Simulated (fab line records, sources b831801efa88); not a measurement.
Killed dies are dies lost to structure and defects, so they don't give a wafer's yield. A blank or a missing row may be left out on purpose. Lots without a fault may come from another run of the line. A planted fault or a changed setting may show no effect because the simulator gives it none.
fab line records | flow sky130
record lots=13 wafers=39 last_day=50
route steps=708 shown DNWELL@39 NWELL@68 POLY_GATE@236 LDD_P@263 SD_P@330
lots that met no fault: from a run of the same line without faults
start_h: hours from the record's first day to the start of the lot's first wafer shown | wait_h: hours since the lot's step before | " the same as in the row above | L1.1+2: a row that stands for several wafers | - no value, or no start given | * or withheld: withheld | < > ~ a bound
route shown NAME@n: a module of which the file shows steps, and the number in the route of the first | usual: mean/standard deviation of fault-free wafers | same: alike in all rows | chamber/n: place in a boat | sites: the reading at each site | _std_site: their standard deviation | _edge_site: outer sites' mean less inner sites' | radius_mm: how far each site lies from the wafer's centre | mask NAME#n: copy n | behind: the tool/chamber that last shaped the wafer | hold: why the lot was held/for how many hours/how that ended | device: the transistor (n, p or np) that didn't switch | end of line: the same wafers' tests at the end of the route | a step without rows: its recipe alone | killed: dies lost to structure and defects at the first sort, not the wafer's yield | map: a wafer's dies, x killed, . not, _ none there
set.NAME: the setting as run; set.NAME@STEP: as run at that earlier step | model.NAME: the simulator's own value behind a step, which no gauge read
steps of the route over a sample of lots; a table a step, a row a wafer
services: from which hour (start_h, from the record's first day; less than 0 if before it) a tool's chamber was out of use, for how many hours, and why
## steps
# step SKY_DNWELL_EXPOSE_04
# recipe mask_id=DNM na=0.57 target_cd_nm=3000 dose_mj=222
# columns lot.wafer tool chamber start_h wait_h mask
L449.3+5+6 iline_stepper-02 0 46.29 - DNM#0
L450.1+2+5 iline_stepper-01 0 54.55 - DNM#0
L451.2+3+5 iline_stepper-02 0 56.76 - DNM#0
L453.1+2+5 iline_stepper-01 0 65.42 - DNM#0
L455.2+3+6 iline_stepper-02 0 79.37 - NWM#0
L459.2+4+6 iline_stepper-02 0 97.25 - DNM#0
L464.1+4+6 iline_stepper-02 0 127.55 - DNM#0
L465.1+2+5 iline_stepper-01 0 131.18 - DNM#0
L466.1+3+4 iline_stepper-02 0 136.38 - DNM#0
L467.2+5+6 iline_stepper-02 0 141.49 - DNM#0
L468.1+2+4 iline_stepper-01 0 146.54 - DNM#0
L469.2+3+4 iline_stepper-01 0 154.33 - DNM#0
L471.3+4+5 iline_stepper-01 0 169.73 - DNM#0
# step SKY_DNWELL_TW_MEAS_09
# usual DNWELL_TW=1122/7.2
# columns lot.wafer tool chamber start_h wait_h DNWELL_TW
L449.3 film_metro-04 - 54.42 0.1 1125
L449.5 " - " " 1134
L449.6 " - " " 1125
L450.1 film_metro-03 - 62.71 0.1 1116
L450.2 " - " " 1118
L450.5 " - " " 1118
L451.2 film_metro-03 - 64.73 0.1 1119
L451.3 " - " " 1115
L451.5 " - " " 1118
L453.1 film_metro-04 - 73.96 0.1 1125
L453.2 " - " " 1127
L453.5 " - " " 1124
L455.2 film_metro-04 - 88.52 0.1 30
L455.3 " - " " 30
L455.6 " - " " 30
L459.2 film_metro-03 - 107.07 0.1 1120
L459.4 " - " " 1107
L459.6 " - " " 1118
L464.1 film_metro-01 - 136.85 0.1 1122
L464.4 " - " " 1127
L464.6 " - " " 1138
L465.1 film_metro-01 - 140.27 0.1 1124
L465.2 " - " " 1117
L465.5 " - " " 1124
L466.1 film_metro-04 - 146.22 0.1 1118
L466.3 " - " " 1111
L466.4 " - " " 1111
L467.2 film_metro-03 - 153.23 0.1 1107
L467.5 " - " " 1110
L467.6 " - " " 1111
L468.1 film_metro-04 - 156.89 0.1 1112
L468.2 " - " " 1112
L468.4 " - " " 1118
L469.2 film_metro-01 - 164.02 0.1 1132
L469.3 " - " " 1125
L469.4 " - " " 1129
L471.3 film_metro-01 - 180.38 0.1 1127
L471.4 " - " " 1125
L471.5 " - " " 1124
# step SKY_NWELL_TW_MEAS_15
# usual NWELL_TW=1833/10
# columns lot.wafer tool chamber start_h wait_h NWELL_TW
L449.3 film_metro-03 - 87.92 0.1 1821
L449.5 " - " " 1819
L449.6 " - " " 1820
L450.1 film_metro-03 - 97.15 0.1 1810
L450.2 " - " " 1824
L450.5 " - " " 1822
L451.2 film_metro-03 - 98.48 0.1 1826
L451.3 " - " " 1817
L451.5 " - " " 1827
L453.1 film_metro-03 - 108.37 0.1 1821
L453.2 " - " " 1829
L453.5 " - " " 1823
L455.2 film_metro-04 - 125.70 0.1 1960
L455.3 " - " " 1958
L455.6 " - " " 1967
L459.2 film_metro-01 - 145.60 0.1 1842
L459.4 " - " " 1852
L459.6 " - " " 1836
L464.1 film_metro-03 - 177.70 0.1 1826
L464.4 " - " " 1836
L464.6 " - " " 1821
L465.1 film_metro-03 - 181.62 0.1 1823
L465.2 " - " " 1827
L465.5 " - " " 1826
L466.1 film_metro-04 - 186.57 0.1 1824
L466.3 " - " " 1828
L466.4 " - " " 1825
L467.2 film_metro-04 - 194.03 0.1 1835
L467.5 " - " " 1828
L467.6 " - " " 1844
L468.1 film_metro-04 - 199.30 0.1 1826
L468.2 " - " " 1831
L468.4 " - " " 1832
L469.2 film_metro-01 - 206.05 0.1 1848
L469.3 " - " " 1847
L469.4 " - " " 1851
L471.3 film_metro-03 - 225.22 0.1 1829
L471.4 " - " " 1829
L471.5 " - " " 1832
# step SKY_POLY_GATE_CD_MEAS_22
# usual cd_nm=150.3/2.3
# columns lot.wafer tool chamber start_h wait_h cd_nm
L449.3 cd_sem-02 - 373.98 0.3 146.3
L449.5 " - " " 150.1
L449.6 " - " " 149.8
L450.1 cd_sem-02 - 387.94 0.1 153.3
L450.2 " - " " 151.1
L450.5 " - " " 152.1
L451.2 cd_sem-02 - 390.72 0.1 148.6
L451.3 " - " " 148.6
L451.5 " - " " 148.8
L453.1 cd_sem-02 - 403.74 0.2 152.0
L453.2 " - " " 152.7
L453.5 " - " " 147.0
L455.2 cd_sem-01 - 432.97 0.1 146.2
L455.3 " - " " 150.5
L455.6 " - " " 147.8
L459.2 cd_sem-01 - 476.29 0.1 150.7
L459.4 " - " " 149.8
L459.6 " - " " 151.5
L464.1 cd_sem-01 - 507.81 0.1 150.6
L464.4 " - " " 150.1
L464.6 " - " " 155.3
L465.1 cd_sem-01 - 514.49 0.1 149.9
L465.2 " - " " 151.0
L465.5 " - " " 150.3
L467.2 cd_sem-02 - 535.70 0.1 148.2
L467.5 " - " " 150.8
L467.6 " - " " 148.9
L466.1 cd_sem-01 - 536.69 0.1 151.0
L466.3 " - " " 152.1
L466.4 " - " " 152.3
L468.1 cd_sem-02 - 538.86 0.1 148.1
L468.2 " - " " 148.2
L468.4 " - " " 154.1
L469.2 cd_sem-01 - 568.53 0.1 149.3
L469.3 " - " " 150.1
L469.4 " - " " 151.2
L471.3 cd_sem-02 - 569.48 0.1 149.3
L471.4 " - " " 148.5
L471.5 " - " " 151.5
# step SKY_LDD_P_OVL_MEAS_08
# usual LDD_P_OVL=-2.1/1.3
# columns lot.wafer tool chamber start_h wait_h LDD_P_OVL[nm]
L449.3 overlay-02 - 430.21 0.1 -1.3
L449.5 " - " " -0.8
L449.6 " - " " 1.1
L450.1 overlay-01 - 446.25 0.1 -2.0
L450.2 " - " " -0.3
L450.5 " - " " -3.1
L451.2 overlay-01 - 449.61 0.1 -1.3
L451.3 " - " " -3.1
L451.5 " - " " -4.6
L453.1 overlay-02 - 464.05 0.1 -1.9
L453.2 " - " " -2.9
L453.5 " - " " -3.4
L455.2 overlay-02 - 496.66 0.1 -2.9
L455.3 " - " " -2.2
L455.6 " - " " -0.4
L459.2 overlay-01 - 537.61 0.1 -1.6
L459.4 " - " " -1.8
L459.6 " - " " -1.9
L464.1 overlay-01 - 568.55 0.1 -1.6
L464.4 " - " " -2.0
L464.6 " - " " -2.3
L465.1 overlay-02 - 575.87 0.1 -3.6
L465.2 " - " " -1.6
L465.5 " - " " -1.6
L467.2 overlay-01 - 595.37 0.1 -3.7
L467.5 " - " " -4.7
L467.6 " - " " -2.7
L466.1 overlay-01 - 597.12 0.1 -0.2
L466.3 " - " " -2.1
L466.4 " - " " -3.9
L468.1 overlay-01 - 598.97 0.1 -3.9
L468.2 " - " " -1.9
L468.4 " - " " -3.0
L469.2 overlay-01 - 627.54 0.1 -2.7
L469.3 " - " " -2.9
L469.4 " - " " -4.1
L471.3 overlay-01 - 629.28 0.1 -3.1
L471.4 " - " " -0.3
L471.5 " - " " -2.5
# step SKY_SD_P_STRIP_10
# recipe chemistry=O2/N2 power_w=1400 pressure_mtorr=1500 platen_temp_c=withheld o2_flow_sccm=3000 n2_flow_sccm=300 overash_fraction=0.5
# usual drypump_motor_current_A=5.7/0.34 oes_product_au=0.617/0.0049 strip_time_to_endpoint_s=17.49/0.035
# columns lot.wafer tool chamber start_h wait_h drypump_motor_current_A oes_product_au rf_hours_counter_h strip_time_to_endpoint_s
L449.3 plasma_asher-04 1 584.11 0.1 5.8 0.620 - 17.49
L449.5 " 1 " " 5.8 0.616 - 17.51
L449.6 " 0 " " 6.2 0.616 - 17.50
L450.1 plasma_asher-04 0 601.40 0.1 6.2 0.625 80 17.53
L450.2 " 1 " " 5.8 0.609 80 17.53
L450.5 " 0 " " 6.2 0.613 - 17.53
L451.2 plasma_asher-04 0 604.65 0.1 6.2 0.612 80 17.45
L451.3 " 1 " " 5.8 0.616 - 17.49
L451.5 " 0 " " 6.2 0.610 - 17.42
L453.1 plasma_asher-02 0 618.64 0.1 5.6 0.618 48 17.49
L453.2 " 1 " " 5.5 0.617 48 17.52
L453.5 " 1 " " 5.5 0.617 - 17.49
L455.2 plasma_asher-04 0 650.50 0.1 6.2 0.618 85 17.47
L455.3 " 1 " " 5.8 0.618 - 17.46
L455.6 " 1 " " 5.8 0.629 - 17.46
L459.2 plasma_asher-04 0 686.29 0.1 6.2 0.620 90 17.50
L459.4 " 1 " " 5.8 0.620 - 17.56
L459.6 " 1 " " 5.8 0.612 - 17.50
L464.1 plasma_asher-02 0 716.91 0.1 5.6 0.622 51 17.55
L464.4 " 1 " " 5.5 0.608 - 17.57
L464.6 " 1 " " 5.5 0.617 - 17.57
L465.1 plasma_asher-02 0 721.83 0.1 5.6 0.621 51 17.44
L465.2 " 1 " " 5.5 0.610 51 17.52
L465.5 " 0 " " 5.6 0.624 - 17.45
L467.2 plasma_asher-02 1 738.66 0.1 5.5 0.622 53 17.53
L467.5 " 0 " " 5.6 0.619 - 17.49
L467.6 " 1 " " 5.5 0.622 - 17.51
L466.1 plasma_asher-04 1 740.96 0.1 5.8 0.624 96 17.49
L466.3 " 1 " " 5.8 0.616 - 17.46
L466.4 " 0 " " 6.2 0.613 - 17.54
L468.1 plasma_asher-04 1 744.06 0.1 5.8 0.609 96 17.46
L468.2 " 0 " " 6.2 0.615 96 17.52
L468.4 " 0 " " 6.2 0.622 - 17.51
L469.2 plasma_asher-03 1 769.29 0.1 5.7 0.608 2 17.52
L469.3 " 1 " " 5.7 0.618 - 17.49
L469.4 " 0 " " 5.1 0.617 - 17.51
L471.3 plasma_asher-02 0 772.36 0.1 5.6 0.623 - 17.49
L471.4 " 1 " " 5.5 0.619 - 17.44
L471.5 " 1 " " 5.5 0.620 - 17.49
## services
# columns tool chamber start_h hours kind
plasma_asher-04 - 23.16 0.9 repair
iline_stepper-01 - 55.83 1.7 pm
iline_stepper-01 - 101.33 10.6 repair
iline_stepper-02 - 152.73 1.7 pm
iline_stepper-01 - 155.65 2.7 repair
iline_stepper-01 - 274.01 1.7 pm
iline_stepper-02 - 314.29 2.1 pm
iline_stepper-01 - 347.74 28.9 pm
iline_stepper-02 - 367.50 9.8 repair
iline_stepper-01 - 377.34 4.4 pm
iline_stepper-02 - 378.00 1.0 repair
iline_stepper-02 - 381.88 1.7 pm
iline_stepper-01 - 426.35 1.1 repair
plasma_asher-04 - 440.78 1.6 repair
iline_stepper-02 - 463.91 5.1 repair
iline_stepper-02 - 469.52 1.7 repair
iline_stepper-01 - 492.19 1.7 pm
plasma_asher-04 - 557.40 2.8 pm
iline_stepper-02 - 589.09 1.7 pm
iline_stepper-01 - 615.91 3.8 repair
iline_stepper-02 - 661.76 4.4 pm
plasma_asher-04 - 705.34 0.9 repair
plasma_asher-04 - 712.39 1.1 repair
iline_stepper-02 - 733.09 12.2 repair
## key
first_sign step=SKY_DNWELL_EXPOSE_04 reading=mask direction=changed
effect step=SKY_DNWELL_TW_MEAS_09 reading=DNWELL_TW direction=down sigmas=99+ usual=1122 struck=30
effect step=SKY_NWELL_TW_MEAS_15 reading=NWELL_TW direction=up sigmas=12 usual=1833 struck=1962
met_at SKY_DNWELL_EXPOSE_04
struck_lots L455
sort_left_out L455.2,L455.3,L455.6
tester_left_out L455
not_acting_at SKY_POLY_GATE_CD_MEAS_22,SKY_LDD_P_OVL_MEAS_08,SKY_SD_P_STRIP_10
onset_between 56.76 79.37
fault kind=wrong_mask tool=any chamber=- onset_h=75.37 steps=SKY_DNWELL_EXPOSE_04 aux_copy=NWM#0 scope=struck_lots_only
# tester_left_out: of these lots the tester's yield and bins aren't shown, on N5 and GAA mostly nor the transistor test; their killed dies are dies lost to structure and defects alone, not to doping, threshold or leakage, so they don't give the yield
# sort_left_out: the simulated sort isn't trusted on such a fault, so these wafers' sort isn't shown, and their yield isn't known
